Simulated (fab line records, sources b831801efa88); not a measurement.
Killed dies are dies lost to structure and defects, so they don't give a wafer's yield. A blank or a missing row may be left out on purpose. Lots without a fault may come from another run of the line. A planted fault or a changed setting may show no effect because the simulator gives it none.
Problem report in the 8D (eight disciplines) form, filled by code | flow gf180mcu | the parts of the form that need people (team, actions taken, sign-off) are left out

1. THE PROBLEM
LVPWELL_RS at GF_VT_IMPLANT_RS_MEAS_48 reads a mean of 1252 ohm/sq on 6 wafers of 2 lots; wafers without a fault read 1196 ohm/sq with a standard deviation of 3.7. That is +15 standard deviations from the usual mean.
The step: measures by four-point-probe.
First seen on wafer L234.2, day 9 18:58, on film_metro-04. The record holds 42 wafers of 14 lots with a number at this step. Rule for "out", or "out of limits": more than 4 standard deviations from the usual mean. The other wafers with a number count as sound.

2. WHAT IT IS AND WHAT IT IS NOT
question                    | is                           | is not
which readings at this step | LVPWELL_RS                   | -
which lots                  | L234, L235                   | L226, L227, L228, L233, L238, L239, L240, L242, L244, L246, L247, L248
which wafers of those lots  | all that have a number       | -
read on which gauges        | film_metro-02, film_metro-04 | film_metro-01
when                        | from day 9 18:58             | up to then (12 sound wafers); but 24 sound wafers of L238, L239, L240, L242, L244, L246, L247, L248 came after

3. SUSPECTS, AND WHAT RULES EACH OUT
Counting: a tool at a process step up to the reading stays a suspect if it ran every lot that is out and no sound lot after the first of them.
- the gauge at GF_VT_IMPLANT_RS_MEAS_48: ruled out. The wafers that are out were read on 2 gauges (film_metro-02, film_metro-04).
- implanter-01 at GF_LVPWELL_IMPLANT_09: kept. It ran every lot that is out, first L234 (day 5 16:32), and no sound lot after that; its last sound lot up to then is L233 (day 5 12:32).
Left after counting: implanter-01 at GF_LVPWELL_IMPLANT_09.

4. THE CAUSE (what the simulator had put in)
Process parameter drift: implanter-01, from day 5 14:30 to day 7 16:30, at GF_LVPWELL_IMPLANT_09. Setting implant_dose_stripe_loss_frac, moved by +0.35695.
Counting left only this tool.

5. THE CHAIN OF EFFECTS, in route order
Each row: a reading whose mean over the struck wafers that have a number lies more than 3 standard deviations from the usual. Only readings for which the record gives a usual standard deviation are gone through. hours: the time from each lot's start at the first step in this table that gives one to its start at this step, as a median over the lots. sigmas: the change in usual standard deviations.
hours | step                     | reading    | usual       | on struck wafers | change | sigmas
0     | GF_VT_IMPLANT_RS_MEAS_48 | LVPWELL_RS | 1196 ohm/sq | 1252             | +56    | +15
Later measuring or inspecting steps at which every struck wafer that the step has a row for has a number for every such reading, and none has moved that far: GF_HV_LDD_OVL_MEAS_08, GF_SAB_CD_MEAS_09.

6. WHAT WOULD HAVE CAUGHT IT SOONER
In this record the first reading out of limits at a measuring or inspecting step was taken at day 9 18:58, 100 hours after the fault began at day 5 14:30.
All the lots that are out (2) had begun GF_LVPWELL_IMPLANT_09 on implanter-01 by day 9 18:58. A hold on the tool at that time would have spared none of them.
